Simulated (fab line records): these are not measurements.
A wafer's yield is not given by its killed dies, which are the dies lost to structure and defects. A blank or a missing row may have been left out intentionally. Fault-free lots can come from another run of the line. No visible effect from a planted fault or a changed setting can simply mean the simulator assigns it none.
Which tool was responsible? / flow gf180mcu / 14 lots, 42 wafers sampled, at 4 steps of a route of 602

## WHAT EACH GAUGE READ, for each wafer
GF_TOP_METAL_RS_MEAS_05: measurement is done with a four-point probe. Usual: TOP_METAL_ALCU_RS 0.0326 ohm/sq, standard deviation 0.00031.
lot=L185; measured=day 27 00:55; on=filmMetro-03; TOP_METAL_ALCU_RS (ohm/sq)=0.0327 0.0327 0.0326; flag=
lot=L187; measured=day 27 17:37; on=filmMetro-03; TOP_METAL_ALCU_RS (ohm/sq)=0.0323 0.0322 0.0321; flag=
lot=L188; measured=day 27 22:52; on=filmMetro-03; TOP_METAL_ALCU_RS (ohm/sq)=0.0322 0.0323 0.0323; flag=
lot=L189; measured=day 28 15:10; on=filmMetro-01; TOP_METAL_ALCU_RS (ohm/sq)=0.0326 0.0327 0.0325; flag=
lot=L190; measured=day 28 17:10; on=filmMetro-03; TOP_METAL_ALCU_RS (ohm/sq)=0.0327 0.0325 0.0324; flag=
lot=L191; measured=day 29 01:35; on=filmMetro-01; TOP_METAL_ALCU_RS (ohm/sq)=0.0329 0.0327 0.0328; flag=
lot=L192; measured=day 29 11:55; on=filmMetro-02; TOP_METAL_ALCU_RS (ohm/sq)=0.0324 0.0328 0.0326; flag=
lot=L193; measured=day 30 05:08; on=filmMetro-02; TOP_METAL_ALCU_RS (ohm/sq)=0.0325 0.0322 0.0324; flag=
lot=L195; measured=day 30 14:44; on=filmMetro-03; TOP_METAL_ALCU_RS (ohm/sq)=0.0328 0.0328 0.0324; flag=
lot=L196; measured=day 31 02:43; on=filmMetro-03; TOP_METAL_ALCU_RS (ohm/sq)=0.0325 0.0327 0.0325; flag=
lot=L198; measured=day 31 11:13; on=filmMetro-03; TOP_METAL_ALCU_RS (ohm/sq)=0.0324 0.0324 0.0324; flag=
lot=L199; measured=day 31 20:50; on=filmMetro-01; TOP_METAL_ALCU_RS (ohm/sq)=0.0329 0.0330 0.0327; flag=
lot=L204; measured=day 32 23:39; on=filmMetro-03; TOP_METAL_ALCU_RS (ohm/sq)=0.0323 0.0320 0.0320; flag=
lot=L206; measured=day 33 03:43; on=filmMetro-03; TOP_METAL_ALCU_RS (ohm/sq)=0.0328 0.0329 0.0326; flag=

## TOOL THAT RAN EACH LOT (tool first, then ch and the chambers of the sampled wafers, then the start)
lot=L185; GF_SALICIDE_CLEAN_00=wetBench-03 ch 1, day 14 21:01; GF_V5_ETCH_16=rieDiel-02 ch 1,2, day 26 23:17; GF_TOP_METAL_SPUTTER_00=pvdSputter-01, day 27 00:41
lot=L187; GF_SALICIDE_CLEAN_00=wetBench-03 ch 0, day 15 14:05; GF_V5_ETCH_16=rieDiel-02 ch 0,2,3, day 27 15:58; GF_TOP_METAL_SPUTTER_00=pvdSputter-03, day 27 17:22
lot=L188; GF_SALICIDE_CLEAN_00=wetBench-03 ch 1, day 15 20:46; GF_V5_ETCH_16=rieDiel-02 ch 0,1,2, day 27 21:13; GF_TOP_METAL_SPUTTER_00=pvdSputter-04, day 27 22:37
lot=L189; GF_SALICIDE_CLEAN_00=wetBench-02 ch 2, day 16 15:35; GF_V5_ETCH_16=rieDiel-03 ch 0,1,2, day 28 13:31; GF_TOP_METAL_SPUTTER_00=pvdSputter-01, day 28 14:56
lot=L190; GF_SALICIDE_CLEAN_00=wetBench-04 ch 0, day 16 15:47; GF_V5_ETCH_16=rieDiel-03 ch 1,2,3, day 28 15:28; GF_TOP_METAL_SPUTTER_00=pvdSputter-01, day 28 16:56
lot=L191; GF_SALICIDE_CLEAN_00=wetBench-03 ch 0, day 17 03:41; GF_V5_ETCH_16=rieDiel-02 ch 0,3, day 28 23:55; GF_TOP_METAL_SPUTTER_00=pvdSputter-01, day 29 01:19
lot=L192; GF_SALICIDE_CLEAN_00=wetBench-03 ch 1, day 17 15:36; GF_V5_ETCH_16=rieDiel-02 ch 0,1,3, day 29 10:19; GF_TOP_METAL_SPUTTER_00=pvdSputter-04, day 29 11:42
lot=L193; GF_SALICIDE_CLEAN_00=wetBench-02 ch 3, day 18 13:17; GF_V5_ETCH_16=rieDiel-02 ch 0,3, day 30 03:28; GF_TOP_METAL_SPUTTER_00=pvdSputter-03, day 30 04:53
lot=L195; GF_SALICIDE_CLEAN_00=wetBench-03 ch 0, day 19 02:05; GF_V5_ETCH_16=rieDiel-04 ch 1,2,3, day 30 13:04; GF_TOP_METAL_SPUTTER_00=pvdSputter-01, day 30 14:28
lot=L196; GF_SALICIDE_CLEAN_00=wetBench-02 ch 1, day 19 18:26; GF_V5_ETCH_16=rieDiel-04 ch 0,2, day 31 01:05; GF_TOP_METAL_SPUTTER_00=pvdSputter-03, day 31 02:27
lot=L198; GF_SALICIDE_CLEAN_00=wetBench-03 ch 3, day 20 05:02; GF_V5_ETCH_16=rieDiel-03 ch 0,1,2, day 31 09:34; GF_TOP_METAL_SPUTTER_00=pvdSputter-03, day 31 10:57
lot=L199; GF_SALICIDE_CLEAN_00=wetBench-03 ch 1, day 20 18:59; GF_V5_ETCH_16=rieDiel-04 ch 1,2, day 31 19:10; GF_TOP_METAL_SPUTTER_00=pvdSputter-04, day 31 20:35
lot=L204; GF_SALICIDE_CLEAN_00=wetBench-03 ch 0, day 22 08:53; GF_V5_ETCH_16=rieDiel-02 ch 0,1,3, day 32 22:01; GF_TOP_METAL_SPUTTER_00=pvdSputter-03, day 32 23:26
lot=L206; GF_SALICIDE_CLEAN_00=wetBench-02 ch 3, day 22 13:46; GF_V5_ETCH_16=rieDiel-03 ch 0,1,3, day 33 02:04; GF_TOP_METAL_SPUTTER_00=pvdSputter-04, day 33 03:27
- GF_SALICIDE_CLEAN_00: cleans in SC1/SC2, time 150 s.
- GF_V5_ETCH_16: etches BARC in N2/H2.
- GF_TOP_METAL_SPUTTER_00: material Ti, target thk 37.5 nm, time 150 s.

## WHAT THE TOOLS THEMSELVES READ (means of the sampled wafers that have a number; where no wafer has one, the mark that the record gives instead)
GF_V5_ETCH_16. Usual: drypumpMotorCurrentA 5.7 A, standard deviation 0.56; oesProductAu 0.854 a.u., standard deviation 0.0049; throttleValvePct 13.225 %, standard deviation 0.0093.
lot=L185; tool=rieDiel-02; drypumpMotorCurrentA (A)=5.5; oesProductAu (a.u.)=0.854; throttleValvePct (%)=13.225; flag=
lot=L187; tool=rieDiel-02; drypumpMotorCurrentA (A)=5.8; oesProductAu (a.u.)=0.853; throttleValvePct (%)=13.230; flag=
lot=L188; tool=rieDiel-02; drypumpMotorCurrentA (A)=5.7; oesProductAu (a.u.)=0.853; throttleValvePct (%)=13.225; flag=
lot=L189; tool=rieDiel-03; drypumpMotorCurrentA (A)=6.0; oesProductAu (a.u.)=0.857; throttleValvePct (%)=13.226; flag=
lot=L190; tool=rieDiel-03; drypumpMotorCurrentA (A)=5.6; oesProductAu (a.u.)=0.851; throttleValvePct (%)=13.225; flag=
lot=L191; tool=rieDiel-02; drypumpMotorCurrentA (A)=5.6; oesProductAu (a.u.)=0.858; throttleValvePct (%)=13.229; flag=
lot=L192; tool=rieDiel-02; drypumpMotorCurrentA (A)=5.5; oesProductAu (a.u.)=0.858; throttleValvePct (%)=13.227; flag=
lot=L193; tool=rieDiel-02; drypumpMotorCurrentA (A)=6.0; oesProductAu (a.u.)=0.852; throttleValvePct (%)=13.217; flag=
lot=L195; tool=rieDiel-04; drypumpMotorCurrentA (A)=6.1; oesProductAu (a.u.)=0.858; throttleValvePct (%)=13.224; flag=
lot=L196; tool=rieDiel-04; drypumpMotorCurrentA (A)=5.6; oesProductAu (a.u.)=0.852; throttleValvePct (%)=13.211; flag=
lot=L198; tool=rieDiel-03; drypumpMotorCurrentA (A)=6.0; oesProductAu (a.u.)=0.854; throttleValvePct (%)=13.228; flag=
lot=L199; tool=rieDiel-04; drypumpMotorCurrentA (A)=6.3; oesProductAu (a.u.)=0.856; throttleValvePct (%)=13.215; flag=
lot=L204; tool=rieDiel-02; drypumpMotorCurrentA (A)=5.5; oesProductAu (a.u.)=0.851; throttleValvePct (%)=13.236; flag=
lot=L206; tool=rieDiel-03; drypumpMotorCurrentA (A)=5.8; oesProductAu (a.u.)=0.852; throttleValvePct (%)=13.215; flag=

GF_TOP_METAL_SPUTTER_00. Usual: throttleValvePct at 29.9 %, with a standard deviation of 1.3.
lot=L185; tool=pvdSputter-01; throttleValvePct (%)=29.4; flag=
lot=L187; tool=pvdSputter-03; throttleValvePct (%)=30.2; flag=
lot=L188; tool=pvdSputter-04; throttleValvePct (%)=30.5; flag=
lot=L189; tool=pvdSputter-01; throttleValvePct (%)=29.0; flag=
lot=L190; tool=pvdSputter-01; throttleValvePct (%)=28.6; flag=
lot=L191; tool=pvdSputter-01; throttleValvePct (%)=28.0; flag=
lot=L192; tool=pvdSputter-04; throttleValvePct (%)=30.4; flag=
lot=L193; tool=pvdSputter-03; throttleValvePct (%)=29.7; flag=
lot=L195; tool=pvdSputter-01; throttleValvePct (%)=30.0; flag=
lot=L196; tool=pvdSputter-03; throttleValvePct (%)=30.0; flag=
lot=L198; tool=pvdSputter-03; throttleValvePct (%)=28.8; flag=
lot=L199; tool=pvdSputter-04; throttleValvePct (%)=29.2; flag=
lot=L204; tool=pvdSputter-03; throttleValvePct (%)=30.0; flag=
lot=L206; tool=pvdSputter-04; throttleValvePct (%)=31.4; flag=

## THE ANSWER, worked out from the rows above alone
Rule: a lot is off if the mean of its wafers that have a number lies more than 3 standard deviations from the usual mean. Also off: a lot with no number at a reading for which 4 or more lots have one. The other lots that the step has rows for count as sound. Order of review: gauges by route order, followed by the tools' own readings, for which a lot's mean as printed above is used. The first step at which some lot is off is used, and at that step the reading that is off furthest; a lot without a number counts as furthest.
Nothing can be told from this: no lot is off at any reading shown.

## WHAT THE SIMULATOR PUT IN
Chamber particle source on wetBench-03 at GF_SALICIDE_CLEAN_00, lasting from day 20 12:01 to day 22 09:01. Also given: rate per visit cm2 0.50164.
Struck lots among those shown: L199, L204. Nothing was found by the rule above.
